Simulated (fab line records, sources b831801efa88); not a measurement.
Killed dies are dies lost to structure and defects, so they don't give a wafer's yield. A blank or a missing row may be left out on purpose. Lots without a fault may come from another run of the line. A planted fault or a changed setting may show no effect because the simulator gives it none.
Which tool did it? | flow sky130 | 12 lots, 36 wafers sampled, at 4 steps of a route of 708

WHAT THE GAUGES READ, wafer by wafer
SKY_LDD_N_TW_MEAS_17.
lot  | measured     | on            | LDD_N_TW
L817 | day 18 15:35 | film_metro-03 | 2600 2589 2596
L822 | day 20 16:31 | film_metro-03 | 2612 2610 2603
L823 | day 20 18:17 | film_metro-04 | 2613 2589 2615
L825 | day 21 20:27 | film_metro-04 | 2623 2625 2615
L828 | day 22 17:34 | film_metro-04 | 2607 2636 2624
L832 | day 24 05:10 | film_metro-04 | 2613 2619 2622
L834 | day 24 10:56 | film_metro-03 | 2599 2595 2604
L835 | day 24 15:29 | film_metro-03 | 2597 2594 2597
L837 | day 25 17:56 | film_metro-03 | 2598 2621 2605
L838 | day 25 21:38 | film_metro-04 | 2600 2607 2601
L839 | day 25 22:52 | film_metro-04 | 2615 2606 2617
L840 | day 26 17:16 | film_metro-03 | 2580 2590 2603

SKY_LDD_P_CD_MEAS_07: target cd 380 nm.
lot  | measured     | on        | cd_nm (nm)
L817 | day 19 22:35 | cd_sem-01 | 379.3 383.2 381.5
L822 | day 21 22:43 | cd_sem-02 | 382.3 380.7 380.9
L823 | day 22 01:17 | cd_sem-01 | 379.2 378.6 379.4
L825 | day 23 02:23 | cd_sem-02 | 382.8 378.7 380.7
L828 | day 23 23:37 | cd_sem-02 | 372.8 363.6 381.0
L832 | day 25 10:34 | cd_sem-02 | 381.3 379.7 378.8
L834 | day 25 16:31 | cd_sem-02 | 378.0 379.9 378.9
L835 | day 25 20:53 | cd_sem-02 | 379.2 378.1 379.0
L837 | day 26 22:59 | cd_sem-02 | 377.5 377.8 379.2
L838 | day 27 03:23 | cd_sem-01 | 387.2 386.3 386.7
L839 | day 27 03:59 | cd_sem-01 | 383.1 382.7 385.1
L840 | day 27 22:19 | cd_sem-01 | 376.9 374.6 377.4

SKY_LDD_HVN_OVL_MEAS_07.
lot  | measured     | on         | LDD_HVN_OVL (nm)
L817 | day 21 04:44 | overlay-02 | 0.5 -1.4 -0.8
L822 | day 23 05:47 | overlay-02 | 1.6 0.6 -1.6
L823 | day 23 07:41 | overlay-02 | -0.1 -0.3 1.3
L825 | day 24 08:26 | overlay-02 | -1.2 -0.8 -1.3
L828 | day 25 05:41 | overlay-02 | -0.7 -0.4 0.1
L832 | day 26 16:14 | overlay-02 | -1.1 1.2 2.4
L834 | day 26 22:17 | overlay-01 | 1.3 1.3 0.9
L835 | day 27 02:47 | overlay-01 | -1.3 -0.7 -0.3
L837 | day 28 04:29 | overlay-01 | 1.2 -1.2 0.5
L838 | day 28 08:26 | overlay-02 | 3.3 2.6 0.0
L839 | day 28 09:37 | overlay-01 | 1.9 0.7 1.5
L840 | day 29 02:47 | overlay-01 | -2.2 -1.1 -3.2

WHICH TOOL RAN EACH LOT (tool, then ch and the chambers of the sampled wafers, then the start)
lot  | SKY_LDD_P_EXPOSE_04
L817 | iline_stepper-02 ch 0, day 19 07:04
L822 | iline_stepper-01 ch 0, day 21 07:33
L823 | iline_stepper-01 ch 0, day 21 10:17
L825 | iline_stepper-02 ch 0, day 22 11:27
L828 | iline_stepper-02 ch 0, day 23 08:16
L832 | iline_stepper-01 ch 0, day 24 19:26
L834 | iline_stepper-01 ch 0, day 25 01:52
L835 | iline_stepper-01 ch 0, day 25 07:01
L837 | iline_stepper-02 ch 0, day 26 08:46
L838 | iline_stepper-01 ch 0, day 26 13:22
L839 | iline_stepper-02 ch 0, day 26 14:44
L840 | iline_stepper-02 ch 0, day 27 06:25
- SKY_LDD_P_EXPOSE_04: exposes mask PSDM, target cd 380 nm.

WHAT THE TOOLS THEMSELVES READ (means of the sampled wafers that have a number; where no wafer has one, the mark that the record gives instead)
SKY_LDD_P_EXPOSE_04.
lot  | tool             | exposure_dose_mJ_cm2 | reticle_temp_C (C)
L817 | iline_stepper-02 | 137.97               | 23.00
L822 | iline_stepper-01 | 137.95               | 23.05
L823 | iline_stepper-01 | 137.92               | 22.84
L825 | iline_stepper-02 | 138.07               | 23.08
L828 | iline_stepper-02 | 138.94               | 23.08
L832 | iline_stepper-01 | 137.92               | 23.04
L834 | iline_stepper-01 | 137.88               | 23.01
L835 | iline_stepper-01 | 137.75               | 22.98
L837 | iline_stepper-02 | 137.84               | 23.00
L838 | iline_stepper-01 | 137.96               | 22.97
L839 | iline_stepper-02 | 137.98               | 23.05
L840 | iline_stepper-02 | 137.90               | 22.89

THE ANSWER, worked out from the rows above alone
Rule: what is usual is taken from the lots themselves. Put in order of their means at a reading, lots are off if they are a third of the lots or fewer, leave a main group of 4 or more, and stand apart from it by a gap of 3 or more times the standard deviation of the main group's means; of several such gaps the widest counts. A main group whose means are all the same, to the digits that the tables above print for the reading, isn't used. A lot without any number at a reading at which 4 lots or more have one is off too. The other lots that the step has rows for count as sound. The gauges are gone through in route order, then the tools' own readings, and for those a lot's mean is taken as printed above. The first step at which some lot is off is used, and at that step the reading that is off furthest; a lot without a number counts as furthest.
Off: L828, at SKY_LDD_P_EXPOSE_04 (exposure_dose_mJ_cm2). The main group: mean 137.92, standard deviation 0.079.
A tool fits if, at that step or a process step before it, it ran every lot that is off, and no sound lot after the first of them. None of those tried fits.

WHAT THE SIMULATOR HAD PUT IN
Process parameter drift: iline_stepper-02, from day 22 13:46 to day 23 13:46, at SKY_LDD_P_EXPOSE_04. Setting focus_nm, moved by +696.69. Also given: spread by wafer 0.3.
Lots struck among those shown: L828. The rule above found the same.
